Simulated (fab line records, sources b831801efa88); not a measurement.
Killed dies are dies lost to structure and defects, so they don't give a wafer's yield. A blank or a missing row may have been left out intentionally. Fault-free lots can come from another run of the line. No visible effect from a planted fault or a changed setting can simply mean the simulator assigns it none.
fab line records	flow sfq_line
record: lots: 7	wafers: 21	last_day: 92
route steps=325 shown I1@77 M2@88
lots with no fault: from the same line, run without faults
start_h: hours from the record's opening day to when the first of the lot's shown wafers began	wait_h: hours from the lot's prior step to this one	" repeats the value in the row above	L1.1+2: a single row standing in for several wafers	- no value, or no start given	* or withheld: withheld	< > ~ a bound
route shown NAME@n: a module of which the file shows steps, and the number in the route of the first	usual: mean and standard deviation over wafers with no fault	same: alike in all rows	chamber/n: place in a boat	sites: readings site by site	_std_site: their standard deviation	_edge_site: mean of outer sites minus mean of inner sites	radius_mm: how far each site lies from the wafer's centre	mask NAME#n: copy n	behind: the last tool/chamber to shape the wafer	hold: why the lot went on hold/how many hours it stayed there/how the hold came to an end	device: the transistor (n, p or np) that didn't switch	end of line: at the end of the route, the tests of the same wafers	a step with no rows: only its recipe	killed: dies lost to structure and defects at the first sort, not the wafer's yield	map: per-die view of a wafer (x killed, . not killed, _ where there is no die)
set.NAME: the run value of the setting; set.NAME@STEP: its run value at that earlier step	model.NAME: the simulator's own value behind a step, which no gauge read
lots at some steps of the route; a table a step, a row a wafer
services: a tool's chamber out of use, with start hour (start_h, from the record's first day; less than 0 if before it), hours out, and reason
== steps ==
step: SFQ_TRILAYER_I1_VIA_LITHO_COAT_054
recipe: resist: BARC	spin_rpm: 3000	resist_thk_nm: 62
step: SFQ_TRILAYER_I1_VIA_LITHO_COAT_049
recipe: resist: KrF	spin_rpm: 3000	resist_thk_nm: 650
step: SFQ_TRILAYER_I1_VIA_LITHO_SOFTBAKE_053
recipe: temp_c: withheld	time_s: withheld	resist: KrF
step: SFQ_TRILAYER_I1_VIA_LITHO_EXPOSE_050
recipe: mask_id: I1	na: 0.6	source_shape: conventional	sigma_outer: 0.65	target_cd_nm: 500	dose_mj: 21.3
step: SFQ_TRILAYER_I1_VIA_LITHO_PEB_052
recipe: peb_temp_c: 115	peb_time_s: 60	resist: KrF
step: SFQ_TRILAYER_I1_VIA_LITHO_DEVELOP_051
recipe: time_s: 60	resist: KrF
step: SFQ_I1_OVL_MEAS_913
usual: I1_OVL: -2/6.3
lot.wafer	tool	chamber	start_h	wait_h	I1_OVL[nm]
L832.1	overlay-01	-	712.19	0.1	-3
L832.2	"	-	"	"	6
L832.5	"	-	"	"	-2
L834.3	overlay-02	-	738.72	0.1	-5
L834.4	"	-	"	"	-2
L834.5	"	-	"	"	-5
L835.2	overlay-02	-	742.32	0.1	-4
L835.4	"	-	"	"	-6
L835.6	"	-	"	"	-10
L840.1	overlay-01	-	781.06	0.1	-14
L840.4	"	-	"	"	-5
L840.5	"	-	"	"	-7
L844.1	overlay-02	-	791.99	0.1	7
L844.2	"	-	"	"	2
L844.4	"	-	"	"	2
L847.2	overlay-02	-	795.59	0.1	3
L847.4	"	-	"	"	3
L847.6	"	-	"	"	4
L849.2	overlay-01	-	799.19	0.1	-2
L849.4	"	-	"	"	-6
L849.5	"	-	"	"	-7
step: SFQ_TRILAYER_I1_VIA_BARC_OPEN_VIA_ETCH_071
recipe: mask_material: PR	chemistry: O2	target_depth_nm: 125	target: BARC	source_w: 500	bias_w: 80	pressure_mtorr: 30	time_s: 41.7
usual: drypump_motor_current_A: 5.7/0.53	oes_product_au: 0.686/0.0053
lot.wafer	tool	chamber	start_h	wait_h	drypump_motor_current_A	oes_product_au	rf_hours_counter_h
L832.1	rie_diel-01	3	712.22	0.0	5.3	0.687	19
L832.2	"	0	"	"	5.7	0.687	6
L832.5	"	2	"	"	6.8	0.688	-
L834.3	rie_diel-04	2	738.75	0.0	5.3	0.687	2
L834.4	"	2	"	"	5.3	0.691	-
L834.5	"	0	"	"	5.7	0.683	-
L835.2	rie_diel-01	1	742.35	0.0	5.5	0.687	7
L835.4	"	0	"	"	5.7	0.676	7
L835.6	"	2	"	"	6.8	0.686	-
L840.1	rie_diel-04	1	781.10	0.0	5.4	0.692	16
L840.4	"	2	"	"	5.3	0.687	3
L840.5	"	0	"	"	5.7	0.689	-
L844.1	rie_diel-04	2	792.02	0.0	5.3	0.687	3
L844.2	"	1	"	"	5.4	0.689	16
L844.4	"	0	"	"	5.7	0.682	-
L847.2	rie_diel-03	2	795.62	0.0	5.7	0.683	25
L847.4	"	0	"	"	6.5	0.692	-
L847.6	"	1	"	"	5.0	0.681	-
L849.2	rie_diel-04	2	799.22	0.0	5.3	0.681	3
L849.4	"	1	"	"	5.4	0.682	-
L849.5	"	2	"	"	5.3	0.689	-
step: SFQ_TRILAYER_I1_VIA_ETCH_VIA_ETCH_052
recipe: target: SiO2	stop_on: Nb	mask_material: PR	taper_deg: 20	chemistry: CHF3	target_depth_nm: 260	source_w: 500	bias_w: 80	pressure_mtorr: 30	time_s: withheld
usual: drypump_motor_current_A: 5.7/0.53	oes_product_au: 0.854/0.005
lot.wafer	tool	chamber	start_h	wait_h	drypump_motor_current_A	oes_product_au
L832.1	rie_diel-01	3	712.26	0.0	5.3	0.855
L832.2	"	0	"	"	5.7	0.853
L832.5	"	2	"	"	6.8	0.858
L834.3	rie_diel-04	2	738.79	0.0	5.4	0.850
L834.4	"	2	"	"	5.3	0.855
L834.5	"	0	"	"	5.7	0.855
L835.2	rie_diel-01	1	742.39	0.0	5.5	0.860
L835.4	"	0	"	"	5.6	0.850
L835.6	"	2	"	"	6.9	0.854
L840.1	rie_diel-04	1	781.14	0.0	5.4	0.857
L840.4	"	2	"	"	5.3	0.845
L840.5	"	0	"	"	5.7	0.861
L844.1	rie_diel-04	2	792.06	0.0	5.3	0.844
L844.2	"	1	"	"	5.3	0.855
L844.4	"	0	"	"	5.7	0.847
L847.2	rie_diel-03	2	795.66	0.0	5.7	0.853
L847.4	"	0	"	"	6.5	0.851
L847.6	"	1	"	"	5.0	0.849
L849.2	rie_diel-04	2	799.26	0.0	5.3	0.861
L849.4	"	1	"	"	5.4	0.850
L849.5	"	2	"	"	5.3	0.867
step: SFQ_TRILAYER_I1_VIA_STRIP_STRIP_053
recipe: gas: O2	power_w: 200	platen_temp_c: 40	overash_fraction: 0.65	chemistry: O2	pressure_mtorr: 50
usual: drypump_motor_current_A: 6.0/0.48	oes_product_au: 1.001/0.0094
lot.wafer	tool	chamber	start_h	wait_h	drypump_motor_current_A	oes_product_au	rf_hours_counter_h
L832.1	rie_metal-04	0	712.38	-	6.4	1.002	103
L832.2	"	1	"	"	5.2	0.998	99
L832.5	"	0	"	"	6.4	0.999	-
L834.3	rie_metal-03	1	739.10	-	5.7	1.001	-
L834.4	"	0	"	"	6.6	0.997	-
L834.5	"	1	"	"	5.7	0.996	-
L835.2	rie_metal-04	1	742.50	-	5.1	1.003	102
L835.4	"	0	"	"	6.4	1.004	-
L835.6	"	1	"	"	5.2	1.026	-
L840.1	rie_metal-04	0	781.25	-	6.4	0.997	111
L840.4	"	0	"	"	6.4	0.996	-
L840.5	"	0	"	"	6.4	0.994	-
L844.1	rie_metal-03	1	792.18	-	5.7	0.992	106
L844.2	"	0	"	"	6.6	1.002	120
L844.4	"	0	"	"	6.5	0.996	-
L847.2	rie_metal-04	0	795.78	-	6.4	0.999	114
L847.4	"	1	"	"	5.2	1.001	-
L847.6	"	0	"	"	6.4	1.001	-
L849.2	rie_metal-03	0	799.38	-	6.6	1.016	121
L849.4	"	1	"	"	5.7	0.988	-
L849.5	"	1	"	"	5.7	1.002	-
step: SFQ_TRILAYER_I1_VIA_STRIP_SOLV_CLEAN_054
recipe: chemistry: NMP	temp_c: 70	time_s: 600
step: SFQ_TRILAYER_M2_DEP_PRE_CLEAN_056
recipe: gas: Ar	time_s: 22.5	bias_v: 250
step: SFQ_TRILAYER_M2_DEP_SPUTTER_055
recipe: material: Nb	base_pressure_pa: 1.33e-06	chamber_pressure_pa: 0.1333	substrate_temp_c: 20	resputter_cathode_voltage_v: 400	target_thk_nm: 200	power_w: 2000	time_s: 133.3
usual: throttle_valve_pct: 29.6/0.57
lot.wafer	tool	chamber	start_h	wait_h	throttle_valve_pct
L832.1	pvd_sputter-03	-	713.18	0.0	30.7
L832.2	"	-	"	"	29.0
L832.5	"	-	"	"	29.1
L834.3	pvd_sputter-03	-	739.72	0.0	29.8
L834.4	"	-	"	"	30.6
L834.5	"	-	"	"	29.3
L835.2	pvd_sputter-05	-	743.30	0.0	29.6
L835.4	"	-	"	"	28.6
L835.6	"	-	"	"	29.3
L840.1	pvd_sputter-05	-	782.05	0.0	28.8
L840.4	"	-	"	"	29.4
L840.5	"	-	"	"	29.2
L840.1	pvd_sputter-05	-	782.31	0.2	28.7
L840.4	"	-	"	"	29.4
L840.5	"	-	"	"	29.4
L844.1	pvd_sputter-03	-	793.15	0.0	30.0
L844.2	"	-	"	"	30.3
L844.4	"	-	"	"	29.9
L844.1	pvd_sputter-03	-	793.41	0.2	29.8
L844.2	"	-	"	"	30.7
L844.4	"	-	"	"	29.7
L847.2	pvd_sputter-05	-	796.58	0.0	29.3
L847.4	"	-	"	"	28.5
L847.6	"	-	"	"	28.5
L849.2	pvd_sputter-05	-	800.20	0.0	29.7
L849.4	"	-	"	"	28.4
L849.5	"	-	"	"	29.6
L849.2	pvd_sputter-05	-	800.45	0.2	29.7
L849.4	"	-	"	"	28.8
L849.5	"	-	"	"	29.7
step: SFQ_M2_RS_MEAS_914
recipe: thk_meas_gauge: four-point-probe	reads: Nb_of_TRILAYER_M2_DEP_SPUTTER_055
usual: M2_NB_RS: 0.889/0.012
lot.wafer	tool	chamber	start_h	wait_h	M2_NB_RS[ohm/sq]
L832.1	film_metro-02	-	713.27	0.0	0.871
L832.2	"	-	"	"	0.886
L832.5	"	-	"	"	0.874
L834.3	film_metro-01	-	739.85	0.1	0.878
L834.4	"	-	"	"	0.862
L834.5	"	-	"	"	0.872
L835.2	film_metro-03	-	743.42	0.1	0.876
L835.4	"	-	"	"	0.882
L835.6	"	-	"	"	0.870
L840.1	film_metro-01	-	782.40	0.0	0.448
L840.4	"	-	"	"	0.444
L840.5	"	-	"	"	0.445
L844.1	film_metro-01	-	793.50	0.0	0.444
L844.2	"	-	"	"	0.438
L844.4	"	-	"	"	0.443
L847.2	film_metro-02	-	796.69	0.1	0.880
L847.4	"	-	"	"	0.887
L847.6	"	-	"	"	0.882
L849.2	film_metro-03	-	800.56	0.1	0.440
L849.4	"	-	"	"	0.445
L849.5	"	-	"	"	0.444
step: SFQ_TRILAYER_M2_LITHO_COAT_062
recipe: resist: BARC	spin_rpm: 3000	resist_thk_nm: 62
step: SFQ_TRILAYER_M2_LITHO_COAT_057
recipe: resist: KrF	spin_rpm: 3000	resist_thk_nm: 600
step: SFQ_TRILAYER_M2_LITHO_SOFTBAKE_061
recipe: temp_c: withheld	time_s: withheld	resist: KrF
step: SFQ_TRILAYER_M2_LITHO_EXPOSE_058
recipe: mask_id: M2	na: 0.6	source_shape: conventional	sigma_outer: 0.65	target_cd_nm: 500	dose_mj: 14.4
step: SFQ_TRILAYER_M2_LITHO_PEB_060
recipe: peb_temp_c: 115	peb_time_s: 60	resist: KrF
step: SFQ_TRILAYER_M2_LITHO_DEVELOP_059
recipe: time_s: 60	resist: KrF
step: SFQ_M2_OVL_MEAS_916
usual: M2_OVL: -2/5.6
lot.wafer	tool	chamber	start_h	wait_h	M2_OVL[nm]
L832.1	overlay-02	-	866.61	0.1	-6
L832.2	"	-	"	"	-4
L832.5	"	-	"	"	-1
L834.3	overlay-01	-	891.82	0.1	3
L834.4	"	-	"	"	4
L834.5	"	-	"	"	9
L835.2	overlay-01	-	894.22	0.1	-6
L835.4	"	-	"	"	-6
L835.6	"	-	"	"	-1
L840.1	overlay-01	-	933.23	0.1	4
L840.4	"	-	"	"	5
L840.5	"	-	"	"	9
L844.1	overlay-01	-	939.23	0.1	1
L844.2	"	-	"	"	-1
L844.4	"	-	"	"	0
L847.2	overlay-02	-	945.24	0.1	3
L847.4	"	-	"	"	5
L847.6	"	-	"	"	5
L849.2	overlay-02	-	950.04	0.1	1
L849.4	"	-	"	"	4
L849.5	"	-	"	"	-2
step: SFQ_TRILAYER_M2_BARC_OPEN_METAL_ETCH_077
recipe: mask_material: PR	chemistry: O2	target_depth_nm: 125	target: BARC	icp_w: 600	bias_w: 80	pressure_mtorr: 10	time_s: 41.7
usual: drypump_motor_current_A: 6.09/0.3	oes_product_au: 0.685/0.0049
lot.wafer	tool	chamber	start_h	wait_h	drypump_motor_current_A	oes_product_au	rf_hours_counter_h
L832.1	rie_metal-02	1	866.65	0.0	5.91	0.683	104
L832.2	"	1	"	"	5.92	0.680	-
L832.5	"	1	"	"	5.89	0.687	-
L834.3	rie_metal-02	1	891.87	0.0	5.90	0.688	-
L834.4	"	0	"	"	6.28	0.688	-
L834.5	"	0	"	"	6.27	0.692	-
L835.2	rie_metal-03	1	894.25	0.0	5.73	0.678	121
L835.4	"	0	"	"	6.60	0.685	-
L835.6	"	1	"	"	5.74	0.683	-
L840.1	rie_metal-02	1	933.27	0.0	5.87	0.678	118
L840.4	"	1	"	"	5.93	0.688	-
L840.5	"	0	"	"	6.27	0.688	-
L844.1	rie_metal-03	0	939.27	0.0	6.62	0.689	140
L844.2	"	1	"	"	5.72	0.693	127
L844.4	"	1	"	"	5.74	0.684	-
L847.2	rie_metal-02	1	945.27	0.0	5.91	0.688	119
L847.4	"	1	"	"	5.90	0.684	-
L847.6	"	1	"	"	5.91	0.693	-
L849.2	rie_metal-02	1	950.07	0.0	5.90	0.689	120
L849.4	"	1	"	"	5.91	0.690	-
L849.5	"	0	"	"	6.25	0.687	-
step: SFQ_TRILAYER_M2_ETCH_METAL_ETCH_060
recipe: target: Nb	stop_on: SiO2	mask_material: PR	chemistry: Cl2/Ar	target_depth_nm: 240	icp_w: 600	bias_w: 80	pressure_mtorr: 10	time_s: 120
usual: drypump_motor_current_A: 6.09/0.3	oes_product_au: 0.895/0.0085
lot.wafer	tool	chamber	start_h	wait_h	drypump_motor_current_A	oes_product_au	rf_hours_counter_h	model.M2.feature_depth_nm	model.etch.depth_nm
L832.1	rie_metal-02	1	866.76	0.1	5.89	0.908	105	204.3	204.3
L832.2	"	1	"	"	5.88	0.895	-	200.9	200.9
L832.5	"	1	"	"	5.89	0.904	-	203	203
L834.3	rie_metal-02	1	891.95	0.1	5.87	0.910	-	202.4	202.4
L834.4	"	0	"	"	6.26	0.914	-	206.5	206.5
L834.5	"	0	"	"	6.26	0.912	-	203.6	203.6
L835.2	rie_metal-03	1	894.30	0.0	5.75	0.904	122	203.4	203.4
L835.4	"	0	"	"	6.63	0.901	-	201.9	201.9
L835.6	"	1	"	"	5.73	0.902	-	204.1	204.1
L840.1	rie_metal-02	1	933.33	0.0	5.89	1.007	118	240.5	240.5
L840.4	"	1	"	"	5.88	1.001	-	238.3	238.3
L840.5	"	0	"	"	6.23	1.004	-	242.3	242.3
L844.1	rie_metal-03	0	939.33	0.0	6.58	0.995	140	236.6	236.6
L844.2	"	1	"	"	5.73	1.003	127	239.6	239.6
L844.4	"	1	"	"	5.73	1.001	-	239.9	239.9
L847.2	rie_metal-02	1	945.33	0.0	5.85	0.904	119	202.2	202.2
L847.4	"	1	"	"	5.88	0.892	-	200.7	200.7
L847.6	"	1	"	"	5.87	0.900	-	202.1	202.1
L849.2	rie_metal-02	1	950.13	0.0	5.88	0.994	120	239.8	239.8
L849.4	"	1	"	"	5.87	1.009	-	240.9	240.9
L849.5	"	0	"	"	6.25	1.007	-	243.7	243.7
step: SFQ_TRILAYER_M2_STRIP_STRIP_061
recipe: gas: O2	power_w: 200	platen_temp_c: 40	overash_fraction: 0.65	chemistry: O2	pressure_mtorr: 50
usual: drypump_motor_current_A: 6.09/0.3	oes_product_au: 1.000/0.0097
lot.wafer	tool	chamber	start_h	wait_h	drypump_motor_current_A	oes_product_au	rf_hours_counter_h
L832.1	rie_metal-02	1	867.01	0.2	5.88	0.998	105
L832.2	"	1	"	"	5.88	1.005	-
L832.5	"	1	"	"	5.88	0.998	-
L834.3	rie_metal-02	1	892.23	0.2	5.90	1.003	-
L834.4	"	0	"	"	6.23	1.014	-
L834.5	"	0	"	"	6.22	1.011	-
L835.2	rie_metal-03	1	894.43	0.1	5.73	1.006	122
L835.4	"	0	"	"	6.59	0.993	-
L835.6	"	1	"	"	5.73	0.991	-
L840.1	rie_metal-02	1	933.45	0.1	5.89	0.995	118
L840.4	"	1	"	"	5.91	1.011	-
L840.5	"	0	"	"	6.25	1.006	-
L844.1	rie_metal-03	0	939.45	0.1	6.60	0.982	141
L844.2	"	1	"	"	5.74	0.996	127
L844.4	"	1	"	"	5.75	1.003	-
L847.2	rie_metal-02	1	945.45	0.1	5.89	0.994	119
L847.4	"	1	"	"	5.88	1.010	-
L847.6	"	1	"	"	5.91	1.005	-
L849.2	rie_metal-02	1	950.25	0.1	5.92	0.997	120
L849.4	"	1	"	"	5.87	0.992	-
L849.5	"	0	"	"	6.27	1.010	-
== services ==
tool	chamber	start_h	hours	kind
pvd_sputter-05	-	738.34	2.2	repair
rie_diel-04	0	747.62	3.1	repair
rie_diel-01	-	747.98	2.8	pm
rie_diel-01	1	761.31	4.3	repair
rie_diel-04	3	787.09	19.4	repair
pvd_sputter-03	-	789.10	1.3	repair
rie_metal-02	0	793.02	-	clean
rie_metal-02	0	793.02	22.6	scheduled_down
rie_diel-04	2	802.75	4.6	repair
rie_diel-01	-	811.40	1.4	repair
rie_diel-03	1	833.75	13.0	repair
rie_metal-03	-	849.43	2.8	pm
rie_metal-02	-	856.69	1.8	repair
rie_metal-02	0	857.51	29.8	repair
rie_diel-04	1	863.36	9.2	repair
rie_diel-01	-	870.32	14.6	pm
rie_diel-03	2	872.82	13.5	repair
pvd_sputter-05	-	878.87	7.2	repair
rie_diel-01	2	888.72	1.5	repair
rie_metal-02	0	904.56	2.7	repair
rie_metal-03	-	914.82	2.3	repair
rie_diel-04	-	915.53	1.8	repair
pvd_sputter-03	-	922.14	1.5	repair
pvd_sputter-03	-	927.10	4.2	repair
== key ==
first_sign: step: SFQ_TRILAYER_M2_DEP_SPUTTER_055	reading: visit	direction: added
effect: step: SFQ_M2_RS_MEAS_914	reading: M2_NB_RS	direction: down	sigmas: 38	usual: 0.889	struck: 0.443
effect: step: SFQ_TRILAYER_M2_ETCH_METAL_ETCH_060	reading: oes_product_au	direction: up	sigmas: 13	usual: 0.895	struck: 1.002
model_effect: step: SFQ_TRILAYER_M2_ETCH_METAL_ETCH_060	value: M2.feature_depth_nm	without: 200.2	struck: 240.2
met_at SFQ_TRILAYER_M2_DEP_SPUTTER_055
struck_wafers L840.1,L840.4,L840.5,L844.1,L844.2,L844.4,L849.2,L849.4,L849.5
fault: kind: repeated_step_whole	tool: pvd_sputter-03,pvd_sputter-05,pvd_sputter-06	chamber: -	onset_h: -	steps: SFQ_TRILAYER_M2_DEP_SPUTTER_055	times: 1	scope: struck_lots_only
